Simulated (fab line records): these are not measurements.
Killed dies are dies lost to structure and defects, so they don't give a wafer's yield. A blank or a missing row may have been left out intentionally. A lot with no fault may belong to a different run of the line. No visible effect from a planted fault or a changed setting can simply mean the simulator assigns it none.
fab line records	flow sky130
record: lots: 6	wafers: 18	lastDay: 50
route steps=708 shown METAL5@666 PAD_OPEN@708
lots untouched by any fault: they come from a run of this same line in which no faults occurred
startH: the number of hours between the record's first day and the start of the first shown wafer of the lot	waitH: how many hours have passed since the lot's step before this one	" as in the row above	L1.1+2: a row that stands for several wafers	- no value present, or no start provided	* or withheld: withheld	< > ~ a bound
route shown NAME@n: a module of which the file shows steps, and the number in the route of the first	usual: the fault-free wafers' mean and standard deviation	same: alike in all rows	chamber/n: place in a boat	sites: per-site readings	_std_site: standard deviation across them	_edge_site: inner sites' mean taken away from outer sites' mean	radiusMm: for every site, how far away it sits from the centre of the wafer	mask NAME#n: copy n	behind: the most recent tool/chamber to have shaped the wafer	hold: why the lot was held/for how many hours/how that ended	device: transistor that didn't switch, given as n, p or np	end of line: the same wafers' tests at the end of the route	step lacking rows: just its recipe	killed: count of dies lost to structure and defects at first sort (not the wafer's yield)	map: dies across one wafer; x = killed, . = not, _ = none there
set.NAME: the run value of the setting; set.NAME@STEP: its run value at that earlier step	model.NAME: the simulator's own value behind a step, which no gauge read
lots at some steps of the route; a table a step, a row a wafer
services: from which hour (startH, from the record's first day; less than 0 if before it) a tool's chamber was out of use, for how many hours, and why
== steps ==
step: SKY_METAL5_RS_MEAS_05
recipe: thkMeasGauge: four-point-probe	reads: TiN_of_METAL5_SPUTTER_04+Ti_of_METAL5_SPUTTER_03+AlCu_of_METAL5_SPUTTER_02+TiN_of_METAL5_SPUTTER_01+Ti_of_METAL5_SPUTTER_00
usual: METAL5_ALCU_RS: 0.0270/0.00031
lot.wafer	tool	chamber	startH	waitH	METAL5_ALCU_RS[ohm/sq]
L772.1	filmMetro-02	-	1033.54	0.0	0.0269
L772.3	"	-	"	"	0.0269
L772.5	"	-	"	"	0.0270
L775.3	filmMetro-01	-	1055.42	0.1	0.0275
L775.4	"	-	"	"	0.0274
L775.5	"	-	"	"	0.0275
L779.1	filmMetro-02	-	1074.56	0.0	0.0274
L779.3	"	-	"	"	0.0274
L779.6	"	-	"	"	0.0271
L780.1	filmMetro-03	-	1087.11	0.0	0.0270
L780.4	"	-	"	"	0.0271
L780.5	"	-	"	"	0.0270
L788.3	filmMetro-03	-	1131.49	0.1	0.0271
L788.5	"	-	"	"	0.0270
L788.6	"	-	"	"	0.0270
L791.2	filmMetro-02	-	1151.04	0.0	0.0267
L791.3	"	-	"	"	0.0268
L791.6	"	-	"	"	0.0268
step: SKY_METAL5_THK_MEAS_06
recipe: thkMeasGauge: xrf	reads: AlCu_of_METAL5_SPUTTER_02
usual: METAL5_ALCU_THK: 1139/13
lot.wafer	tool	chamber	startH	waitH	METAL5_ALCU_THK[nm]
L772.1	filmMetro-02	-	1033.66	0.1	1149
L772.3	"	-	"	"	1152
L772.5	"	-	"	"	1144
L775.3	filmMetro-01	-	1055.52	0.1	1120
L775.4	"	-	"	"	1125
L775.5	"	-	"	"	1116
L779.1	filmMetro-02	-	1074.68	0.1	1122
L779.3	"	-	"	"	1129
L779.6	"	-	"	"	1130
L780.1	filmMetro-03	-	1087.23	0.1	1144
L780.4	"	-	"	"	1135
L780.5	"	-	"	"	1142
L788.3	filmMetro-03	-	1131.59	0.1	1130
L788.5	"	-	"	"	1137
L788.6	"	-	"	"	1137
L791.2	filmMetro-02	-	1151.15	0.1	1158
L791.3	"	-	"	"	1161
L791.6	"	-	"	"	1153
step: SKY_METAL5_DEHYDRATE_07
recipe: tempC: 200	timeS: 60
step: SKY_METAL5_HMDS_08
recipe: primeTimeS: 60	primeTempC: 120
step: SKY_METAL5_COAT_09
recipe: resist: NOVOLAK	spinRpm: 3000	resistThkNm: 1800
step: SKY_METAL5_SOFTBAKE_10
recipe: tempC: 90	timeS: 60	resist: NOVOLAK
step: SKY_METAL5_EXPOSE_11
recipe: maskId: MM5	na: 0.6	sourceShape: conventional	sigmaOuter: 0.6	polarization: unpolarized	targetCdNm: 1600	doseMj: 190
step: SKY_METAL5_PEB_12
recipe: tempC: withheld	timeS: *	resist: NOVOLAK
step: SKY_METAL5_DEVELOP_13
recipe: resist: NOVOLAK	developer: TMAH	developTimeS: 60	devTempC: 23
step: SKY_METAL5_DESCUM_14
recipe: chemistry: O2	sourcePowerW: 150	biasPowerW: 0	pressureMtorr: 10	tempC: 40	timeS: 11
usual: drypumpMotorCurrentA: 5.6/0.32	oesProductAu: 1.002/0.008
lot.wafer	tool	chamber	startH	waitH	drypumpMotorCurrentA	oesProductAu	rfHoursCounterH
L772.1	rieMetal-01	0	1055.95	0.1	5.9	0.994	14
L772.3	"	0	"	"	5.9	0.991	-
L772.5	"	1	"	"	5.5	0.992	-
L775.3	rieMetal-01	0	1076.10	0.1	5.9	0.995	-
L775.4	"	1	"	"	5.6	1.004	-
L775.5	"	1	"	"	5.6	1.006	-
L779.1	rieMetal-04	1	1095.28	0.1	5.2	0.995	4
L779.3	"	0	"	"	6.0	1.023	-
L779.6	"	1	"	"	5.2	0.996	-
L780.1	rieMetal-01	1	1107.50	0.1	5.5	0.988	11
L780.4	"	1	"	"	5.5	1.000	-
L780.5	"	0	"	"	5.9	0.993	-
L788.3	rieMetal-02	1	1149.62	0.1	5.8	0.999	-
L788.5	"	0	"	"	5.2	1.006	-
L788.6	"	1	"	"	5.8	0.993	-
L791.2	rieMetal-04	0	1168.69	0.1	6.0	1.013	19
L791.3	"	1	"	"	5.1	1.011	-
L791.6	"	1	"	"	5.2	0.999	-
step: SKY_METAL5_METAL_ETCH_15
recipe: targetDepthA: 12600	stopOn: SiO2	overEtchFrac: 0.2	timeS: 252	chemistry: Cl2/BCl3	resistSidewallDeg: 86	pressureMtorr: 10	icpW: 900	biasW: 48.5	Cl2_flow_sccm: 60	bcl3FlowSccm: 30
usual: bcl3FlowSccm: 30.00/0.088	drypumpMotorCurrentA: 5.6/0.32	oesProductAu: 0.894/0.005	throttleValvePct: 22.264/0.0087
lot.wafer	tool	chamber	startH	waitH	bcl3FlowSccm	drypumpMotorCurrentA	oesProductAu	rfHoursCounterH	throttleValvePct
L772.1	rieMetal-01	0	1055.99	0.0	30.02	5.9	0.894	14	22.270
L772.3	"	0	"	"	29.98	5.9	0.890	-	22.265
L772.5	"	1	"	"	29.99	5.5	0.891	-	22.248
L775.3	rieMetal-01	0	1076.20	0.1	30.09	5.9	0.902	-	22.271
L775.4	"	1	"	"	29.98	5.5	0.895	-	22.265
L775.5	"	1	"	"	29.99	5.5	0.895	-	22.269
L779.1	rieMetal-04	1	1095.32	0.0	30.18	5.2	0.890	4	22.268
L779.3	"	0	"	"	30.22	6.0	0.886	-	22.260
L779.6	"	1	"	"	30.14	5.2	0.893	-	22.267
L780.1	rieMetal-01	1	1107.54	0.0	29.91	5.5	0.899	11	22.266
L780.4	"	1	"	"	29.89	5.6	0.894	-	22.266
L780.5	"	0	"	"	30.02	5.9	0.895	-	22.258
L788.3	rieMetal-02	1	1149.72	0.1	30.11	5.8	0.891	-	22.263
L788.5	"	0	"	"	29.87	5.2	0.887	-	22.256
L788.6	"	1	"	"	30.03	5.8	0.893	-	22.264
L791.2	rieMetal-04	0	1168.72	0.0	29.96	6.0	0.893	19	22.259
L791.3	"	1	"	"	29.96	5.1	0.893	-	22.269
L791.6	"	1	"	"	30.11	5.1	0.887	-	22.268
step: SKY_METAL5_STRIP_16
recipe: chemistry: O2/N2	powerW: 1400	pressureMtorr: 1500	platenTempC: withheld	o2FlowSccm: 3000	n2FlowSccm: 300	overashFraction: 0.5
usual: chamberPressureMTorr: 1500.0/1.3	drypumpMotorCurrentA: 5.8/0.44	oesProductAu: 0.711/0.0045	stripTimeToEndpointS: 13.07/0.13
lot.wafer	tool	chamber	startH	waitH	chamberPressureMTorr	drypumpMotorCurrentA	oesProductAu	rfHoursCounterH	stripTimeToEndpointS
L772.1	plasmaAsher-02	0	1056.22	0.2	1500.9	5.9	0.717	63	13.04
L772.3	"	1	"	"	1501.0	6.0	0.704	-	13.04
L772.5	"	1	"	"	1502.1	6.0	0.705	-	12.95
L775.3	plasmaAsher-03	0	1076.39	0.1	1498.9	6.5	0.711	-	13.00
L775.4	"	1	"	"	1499.0	5.9	0.711	-	13.09
L775.5	"	0	"	"	1498.5	6.5	0.708	-	13.04
L779.1	plasmaAsher-01	1	1095.55	0.2	1499.8	5.3	0.719	93	13.12
L779.3	"	1	"	"	1500.2	5.3	0.715	-	12.98
L779.6	"	0	"	"	1502.1	5.2	0.715	-	13.13
L780.1	plasmaAsher-03	0	1107.77	0.2	1498.5	6.5	0.704	36	13.13
L780.4	"	1	"	"	1499.6	5.9	0.705	-	13.11
L780.5	"	1	"	"	1499.0	5.9	0.703	-	13.23
L788.3	plasmaAsher-03	0	1149.91	0.1	1502.5	6.5	0.708	-	12.99
L788.5	"	1	"	"	1498.6	5.9	0.718	-	12.96
L788.6	"	0	"	"	1498.2	6.5	0.711	-	13.05
L791.2	plasmaAsher-02	1	1168.95	0.2	1499.4	5.9	0.719	74	12.94
L791.3	"	0	"	"	1500.8	5.9	0.707	-	13.07
L791.6	"	1	"	"	1501.4	5.9	0.708	-	13.12
step: SKY_METAL5_STRIP_17
recipe: chemistry: postEtchResidueRemover	timeS: 1200	tempC: 72.5
usual: bathGuardTempC: 72.8/0.45	bathHeatDutyPct: 13.9/1.2
lot.wafer	tool	chamber	startH	waitH	bathGuardTempC	bathHeatDutyPct
L772.1	wetBench-01	1	1056.32	0.1	73.0	15.8
L772.3	"	1	"	"	73.1	15.2
L772.5	"	1	"	"	73.4	15.5
L775.3	wetBench-03	0	1076.46	0.0	72.6	13.4
L775.4	"	0	"	"	72.8	12.9
L775.5	"	0	"	"	72.6	12.4
L779.1	wetBench-01	3	1095.65	0.1	-	-
L779.3	"	3	"	"	-	-
L779.6	"	3	"	"	-	-
L780.1	wetBench-03	1	1107.87	0.1	-	-
L780.4	"	1	"	"	-	-
L780.5	"	1	"	"	-	-
L788.3	wetBench-04	0	1149.97	0.0	72.3	17.0
L788.5	"	0	"	"	72.4	15.4
L788.6	"	0	"	"	72.1	14.5
L791.2	wetBench-01	1	1169.05	0.1	73.1	14.9
L791.3	"	1	"	"	73.1	14.3
L791.6	"	1	"	"	73.0	13.1
step: SKY_METAL5_CLEAN_18
recipe: chemistry: IPA	timeS: 180	tempC: 25
step: SKY_PAD_OPEN_PROBE_99
usual: defectLimitedYield: 82.4/1.9	killed_at_M0_to_M3: 44/7	killed_at_M4_up: 3.2/1.8	killedAtContacts: 24/5.1	killedAtFrontEnd: 15/4.3	killedAtOther: 0.3/0.5	killedDies: 86/9.6	killedOpen: 48/7.1	killedShort: 38/6.7	sort_bin_3_pad_short: 0.9/0.44	sort_bin_5_function: 10.3/1.5	sort_bin_6_memory: 6.4/1.1	sortNPass: 406/9.6	sortYieldPct: 82.4/1.9
same: grossDies: 492	killedAtBackSide: 0	sort_bin_4_leakage[%]: 0	sort_bin_8_speed[%]: 0
lot.wafer	tool	chamber	startH	waitH	defectLimitedYield[%]	killed_at_M0_to_M3	killed_at_M4_up	killedAtContacts	killedAtFrontEnd	killedAtOther	killedDies	killedOpen	killedShort	sort_bin_3_pad_short[%]	sort_bin_5_function[%]	sort_bin_6_memory[%]	sortNPass	sortYieldPct[%]	model.etest.met5Comb.leakLog10AUm
L772.1	prober-01	-	1101.88	0.1	83.5	42	3	24	12	0	81	44	37	1.0	10.4	5.1	411	83.5	-12.08
L772.3	prober-01	-	1101.98	0.2	82.1	41	3	27	17	0	88	51	37	0.6	11.2	6.1	404	82.1	-11.76
L772.5	prober-01	-	1102.08	0.2	82.9	38	0	22	24	0	84	46	38	0.6	11.0	5.5	408	82.9	-12.14
L775.3	prober-02	-	1121.26	0.2	81.3	43	6	24	18	1	92	53	39	0.6	11.2	6.9	400	81.3	-12.17
L775.4	prober-02	-	1121.31	0.2	82.9	46	2	19	17	0	84	50	34	1.2	9.8	6.1	408	82.9	-12.02
L775.5	prober-02	-	1121.36	0.2	80.3	40	3	37	17	0	97	52	45	1.4	9.8	8.5	395	80.3	-11.94
L779.1	prober-02	-	1137.30	0.1	84.1	37	7	24	9	1	78	43	35	0.8	9.8	5.3	414	84.1	-11.61
L779.3	prober-02	-	1137.40	0.2	85.2	41	6	15	10	1	73	38	35	1.2	10.0	3.7	419	85.2	-11.45
L779.6	prober-02	-	1137.55	0.2	85.6	40	2	19	9	1	71	41	30	0.2	7.7	6.5	421	85.6	-11.7
L780.1	prober-01	-	1148.95	0.1	81.5	50	3	26	11	1	91	46	43	1.4	11.4	5.7	401	81.5	-11.55
L780.4	prober-01	-	1149.10	0.2	83.1	41	3	21	18	0	83	42	38	0.8	8.3	7.7	409	83.1	-11.57
L780.5	prober-01	-	1149.15	0.2	79.5	51	3	28	19	0	101	53	47	1.6	12.2	6.7	391	79.5	-11.58
L788.3	prober-01	-	1186.60	0.2	81.5	32	4	37	18	0	91	52	39	0.8	10.6	7.1	401	81.5	-12.15
L788.5	prober-01	-	1186.70	0.2	84.3	37	4	27	8	1	77	43	34	0.2	9.3	6.1	415	84.3	-12.12
L788.6	prober-01	-	1186.75	0.2	81.9	51	1	24	13	0	89	48	41	0.6	10.2	7.3	403	81.9	-11.98
L791.2	prober-02	-	1203.20	0.1	82.9	44	4	26	10	0	84	57	27	0.4	10.0	6.7	408	82.9	-11.98
L791.3	prober-02	-	1203.25	0.2	82.9	33	6	30	14	1	84	45	39	1.6	8.1	7.3	408	82.9	-11.93
L791.6	prober-02	-	1203.40	0.2	79.1	49	6	27	21	0	103	60	43	1.2	12.6	7.1	389	79.1	-12.15
killed by level:class
L772.1 VIA1:geometricParticle:open=11 CONTACT:geometricParticle:open=8 VIA3:geometricParticle:open=7 VIA1:geometricParticle:short=7 LI_CONTACT:geometricParticle:short=6 FIELD_ISO:geometricParticle:short=5 LI_CONTACT:geometricParticle:open=5 VIA2:geometricParticle:open=5
L772.3 VIA1:geometricParticle:open=12 CONTACT:geometricParticle:open=9 VIA2:geometricParticle:open=8 LI_CONTACT:geometricParticle:open=7 LI_CONTACT:geometricParticle:short=6 METAL2:geometricParticle:short=6 FIELD_ISO:geometricParticle:short=4 POLY_GATE:geometricParticle:open=4
L772.5 VIA1:geometricParticle:open=13 FIELD_ISO:geometricParticle:open=7 FIELD_ISO:geometricParticle:short=5 LI_CONTACT:geometricParticle:open=5 LOCAL_INTERCONNECT:geometricParticle:short=5 CONTACT:geometricParticle:open=5 METAL1:geometricParticle:short=5 POLY_GATE:geometricParticle:open=4
L775.3 VIA1:geometricParticle:open=15 CONTACT:geometricParticle:short=8 FIELD_ISO:geometricParticle:short=7 CONTACT:geometricParticle:open=7 FIELD_ISO:geometricParticle:open=6 VIA2:geometricParticle:open=6 LI_CONTACT:geometricParticle:open=6 VIA3:geometricParticle:open=5
L775.4 VIA1:geometricParticle:open=13 METAL2:geometricParticle:short=7 CONTACT:geometricParticle:open=7 VIA3:geometricParticle:open=6 LI_CONTACT:geometricParticle:open=5 VIA1:geometricParticle:short=5 FIELD_ISO:geometricParticle:open=4 POLY_CUT:geometricParticle:open=3
L775.5 CONTACT:geometricParticle:open=14 VIA1:geometricParticle:open=11 LI_CONTACT:geometricParticle:open=9 POLY_GATE:geometricParticle:short=8 VIA2:geometricParticle:open=7 METAL1:geometricParticle:short=6 CONTACT:geometricParticle:short=5 VIA1:geometricParticle:short=5
L779.1 VIA2:geometricParticle:open=8 CONTACT:geometricParticle:open=7 VIA1:geometricParticle:open=6 LI_CONTACT:geometricParticle:open=6 METAL2:geometricParticle:short=6 CONTACT:geometricParticle:short=4 VIA1:geometricParticle:short=4 METAL4:geometricParticle:short=4
L779.3 CONTACT:geometricParticle:open=7 VIA1:geometricParticle:open=7 VIA2:geometricParticle:open=6 VIA1:geometricParticle:short=5 METAL2:geometricParticle:short=5 METAL4:geometricParticle:short=5 VIA3:geometricParticle:open=4 FIELD_ISO:geometricParticle:open=3
L779.6 CONTACT:geometricParticle:open=11 VIA1:geometricParticle:open=9 METAL2:geometricParticle:short=7 VIA3:geometricParticle:open=7 LI_CONTACT:geometricParticle:open=5 VIA2:geometricParticle:short=4 FIELD_ISO:geometricParticle:short=3 VIA3:geometricParticle:short=3
L780.1 LI_CONTACT:geometricParticle:open=11 METAL2:geometricParticle:short=9 METAL1:geometricParticle:short=8 VIA1:geometricParticle:open=8 VIA3:geometricParticle:open=8 CONTACT:geometricParticle:open=7 VIA1:geometricParticle:short=7 LOCAL_INTERCONNECT:geometricParticle:short=4
L780.4 VIA3:geometricParticle:open=8 METAL2:geometricParticle:short=8 CONTACT:geometricParticle:open=7 FIELD_ISO:geometricParticle:open=5 CONTACT:geometricParticle:short=5 VIA2:geometricParticle:open=5 METAL1:geometricParticle:short=4 VIA1:geometricParticle:short=4
L780.5 VIA1:geometricParticle:open=14 LI_CONTACT:geometricParticle:open=10 CONTACT:geometricParticle:open=9 METAL2:geometricParticle:short=7 VIA2:geometricParticle:open=6 VIA1:geometricParticle:short=6 FIELD_ISO:geometricParticle:open=5 FIELD_ISO:geometricParticle:short=5
L788.3 LI_CONTACT:geometricParticle:open=13 CONTACT:geometricParticle:open=8 VIA1:geometricParticle:open=8 LOCAL_INTERCONNECT:geometricParticle:short=7 VIA3:geometricParticle:open=7 CONTACT:geometricParticle:short=6 FIELD_ISO:geometricParticle:open=4 POLY_GATE:geometricParticle:open=4
L788.5 VIA1:geometricParticle:open=11 LI_CONTACT:geometricParticle:open=8 CONTACT:geometricParticle:open=8 METAL2:geometricParticle:short=8 LOCAL_INTERCONNECT:geometricParticle:short=5 VIA2:geometricParticle:open=4 VIA3:geometricParticle:open=4 METAL4:geometricParticle:short=4
L788.6 VIA2:geometricParticle:open=11 CONTACT:geometricParticle:open=8 VIA1:geometricParticle:open=7 VIA3:geometricParticle:open=7 CONTACT:geometricParticle:short=6 VIA2:geometricParticle:short=6 LOCAL_INTERCONNECT:geometricParticle:short=5 METAL2:geometricParticle:short=5
L791.2 LI_CONTACT:geometricParticle:open=11 VIA2:geometricParticle:open=11 CONTACT:geometricParticle:open=8 VIA1:geometricParticle:open=7 METAL2:geometricParticle:open=5 VIA3:geometricParticle:open=5 METAL2:geometricParticle:short=4 VIA2:geometricParticle:short=4
L791.3 POLY_GATE:geometricParticle:open=8 LI_CONTACT:geometricParticle:open=8 LOCAL_INTERCONNECT:geometricParticle:short=8 VIA2:geometricParticle:open=7 VIA1:geometricParticle:open=7 CONTACT:geometricParticle:open=6 METAL4:geometricParticle:short=6 METAL1:geometricParticle:short=4
L791.6 CONTACT:geometricParticle:open=15 VIA1:geometricParticle:open=10 VIA3:geometricParticle:open=9 METAL1:geometricParticle:short=7 VIA2:geometricParticle:open=7 POLY_GATE:geometricParticle:open=6 LI_CONTACT:geometricParticle:open=6 POLY_GATE:geometricParticle:short=4
== services ==
tool	chamber	startH	hours	kind
plasmaAsher-01	-	1071.03	2.4	repair
== key ==
firstSign: step: SKY_METAL5_STRIP_17	reading: toolRecord	direction: missing
effect none on later readings
modelEffect: step: SKY_PAD_OPEN_PROBE_99	value: etest.met5Comb.leakLog10AUm	without: -11.98	struck: -11.58
metAt SKY_METAL5_STRIP_17
struckWafers L779.1,L779.3,L779.6,L780.1,L780.4,L780.5
onsetBetween 1076.46 1095.65
fault: kind: skippedStepWhole	tool: wetBench-01,wetBench-03	chamber: -	onsetH: 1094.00	steps: SKY_METAL5_STRIP_17	scope: struckLotsOnly
